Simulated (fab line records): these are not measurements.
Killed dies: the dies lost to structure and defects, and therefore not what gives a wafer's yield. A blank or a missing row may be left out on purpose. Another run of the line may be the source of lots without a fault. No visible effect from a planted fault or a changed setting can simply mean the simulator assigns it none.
A struck lot beside a sound one -- flow sfq-line -- 28 out of 325 route steps
Sound: wafers L511.3, L511.4, L511.5. Struck: wafer L514.4. (L514.2 of the same lot was not struck and is left out.) The cause comes at the end.
At each step with rows: each side's tool, then ch and its chambers, then its first start. Under that, the readings that differ: sound wafers -- struck wafers -- difference of the means -- sigmas: that difference in standard deviations of wafers without a fault.
alike: readings with means less than 2 such deviations apart, plus words and numbers identical on both sides. not compared: withheld readings, readings lacking a value on some wafer, bounds such as >300 that could conceal the same value, and numbers that have no deviation in the record and whose values overlap.
Wherever a step has rows on one side only, a row that says differs or no value, or a row with sigmas, the two part there. When numbers do not overlap yet have no deviation, they are printed without sigmas and do not part them. A reading that every wafer of one side lacks parts them only if that side has two wafers or more.

first, 6 steps without rows for these wafers: SFQ_TRILAYER_M0_LITHO_COAT_026 (resist thk 62 nm); SFQ_TRILAYER_M0_LITHO_COAT_021 (resist thk 600 nm); SFQ_TRILAYER_M0_LITHO_SOFTBAKE_025; SFQ_TRILAYER_M0_LITHO_EXPOSE_022 (exposes mask M0, target cd 500 nm); SFQ_TRILAYER_M0_LITHO_PEB_024 (peb time 60 s); SFQ_TRILAYER_M0_LITHO_DEVELOP_023 (time 60 s).
SFQ_M0_OVL_MEAS_906:
  struck on overlay-01, day 14 03:29; sound on overlay-02, day 13 09:30
  alike: M0_OVL
SFQ_TRILAYER_M0_BARC_OPEN_METAL_ETCH_031: etches BARC in O2, target depth 125 nm, time 41.7 s.
  sound on rie-metal-02 ch 0,1, day 13 09:32; struck on rie-metal-03 ch 1, day 14 03:31
  alike: drypump-motor-current-A, oes-product-au
  not compared: rf-hours-counter-h
SFQ_TRILAYER_M0_ETCH_METAL_ETCH_024: etches Nb in Cl2/Ar, stops on SiO2, target depth 240 nm, time 120 s.
  sound on rie-metal-02 ch 0,1, day 13 09:37; struck on rie-metal-03 ch 1, day 14 03:35
  alike: drypump-motor-current-A, oes-product-au
  not compared: rf-hours-counter-h
then, 2 steps without rows for these wafers: SFQ_TRILAYER_M0_STRIP_STRIP_025 (strips in O2); SFQ_TRILAYER_M0_STRIP_SOLV_CLEAN_026 (cleans in NMP, time 600 s).
SFQ_TRILAYER_I0_DEP_PECVD_027: deposits SiO2 from SiH4/N2O, time 111.11 s, target thk 500 nm.
  sound on pecvd-03 ch 0,1, day 13 10:29; struck on pecvd-02 ch 1, day 14 04:29
  alike: heater-power-outer-w, heater-power-w, throttle-valve-pct
SFQ_TRILAYER_I0_CMP_CMP_028: polishes SiO2.
  sound on cmp-02 ch 1,2,3, day 13 11:58; struck on cmp-02 ch 0, day 14 14:43
reading,sound,struck,difference,sigmas
model.SiO2_of_TRILAYER_I0_DEP_PECVD_027.thk-nm (nm),200.4 200.4 200.7,185.1,-15.4,
  alike: motor-current-A, platen-rpm, time-to-endpoint-s
SFQ_I0_BOW_MEAS_907:
  struck on film-metro-03, day 14 17:14; sound on film-metro-03, day 13 14:30
  alike: I0_BOW
SFQ_TRILAYER_I0_METRO_MEASURE_029:
  struck on film-metro-03, day 14 17:32; sound on film-metro-03, day 13 14:59
reading,sound,struck,difference,sigmas
thk-nm (nm),200.3 200.4 200.6,185.0,-15.4,-15
then, 6 steps without rows for these wafers: SFQ_TRILAYER_I0_VIA_LITHO_COAT_036 (resist thk 62 nm); SFQ_TRILAYER_I0_VIA_LITHO_COAT_031 (resist thk 650 nm); SFQ_TRILAYER_I0_VIA_LITHO_SOFTBAKE_035; SFQ_TRILAYER_I0_VIA_LITHO_EXPOSE_032 (exposes mask I0, target cd 500 nm); SFQ_TRILAYER_I0_VIA_LITHO_PEB_034 (peb time 60 s); SFQ_TRILAYER_I0_VIA_LITHO_DEVELOP_033 (time 60 s).
-- the record jumps here: 5 days lie between the struck wafers' starts before and after --
SFQ_I0_OVL_MEAS_908:
  struck on overlay-02, day 20 04:38; sound on overlay-01, day 19 02:19
  alike: I0_OVL
SFQ_TRILAYER_I0_VIA_BARC_OPEN_VIA_ETCH_046: etches BARC in O2, target depth 125 nm, time 41.7 s.
  sound on rie-diel-04 ch 1,2, day 19 02:20; struck on rie-diel-04 ch 1, day 20 04:40
  alike: drypump-motor-current-A, oes-product-au
  not compared: rf-hours-counter-h
SFQ_TRILAYER_I0_VIA_ETCH_VIA_ETCH_034: etches SiO2 in CHF3, stops on Nb, target depth 260 nm.
  sound on rie-diel-04 ch 1,2, day 19 02:23; struck on rie-diel-04 ch 1, day 20 04:43
reading,sound,struck,difference,sigmas
oes-product-au (a.u.),0.844 0.853 0.855,0.823,-0.028,-6
model.I0.feature-depth-nm (nm),200.4 200.4 200.7,185.1,-15.4,
model.etch.depth-nm (nm),200.4 200.4 200.7,185.1,-15.4,
  alike: drypump-motor-current-A
SFQ_TRILAYER_I0_VIA_STRIP_STRIP_035: strips in O2.
  sound on rie-metal-02 ch 0,1, day 19 02:41; struck on rie-metal-01 ch 0, day 20 04:49
  alike: drypump-motor-current-A, oes-product-au
  not compared: rf-hours-counter-h
then, 1 step without rows for these wafers: SFQ_TRILAYER_I0_VIA_STRIP_SOLV_CLEAN_036 (cleans in NMP, time 600 s).
SFQ_TRILAYER_M1_DEP_PRE_CLEAN_038: time 22.5 s.
  struck on pvd-sputter-04, day 20 05:37; sound on pvd-sputter-05, day 19 03:16
reading,sound,struck,difference,sigmas
model.SiO2_of_TRILAYER_I0_DEP_PECVD_027.thk-nm (nm),192.9 192.9 193.2,177.6,-15.4,
then, 1 step without rows for these wafers: SFQ_TRILAYER_M1_DEP_SPUTTER_037 (material Nb, target thk 200 nm, time 133.3 s).

## WHERE THEY PART
Last at SFQ_TRILAYER_I0_VIA_ETCH_VIA_ETCH_034 as far as this record goes, first at SFQ_TRILAYER_I0_METRO_MEASURE_029. Later steps at which nothing parts them and some readings are alike: SFQ_TRILAYER_I0_VIA_STRIP_STRIP_035.

WHY: what had been put in by the simulator
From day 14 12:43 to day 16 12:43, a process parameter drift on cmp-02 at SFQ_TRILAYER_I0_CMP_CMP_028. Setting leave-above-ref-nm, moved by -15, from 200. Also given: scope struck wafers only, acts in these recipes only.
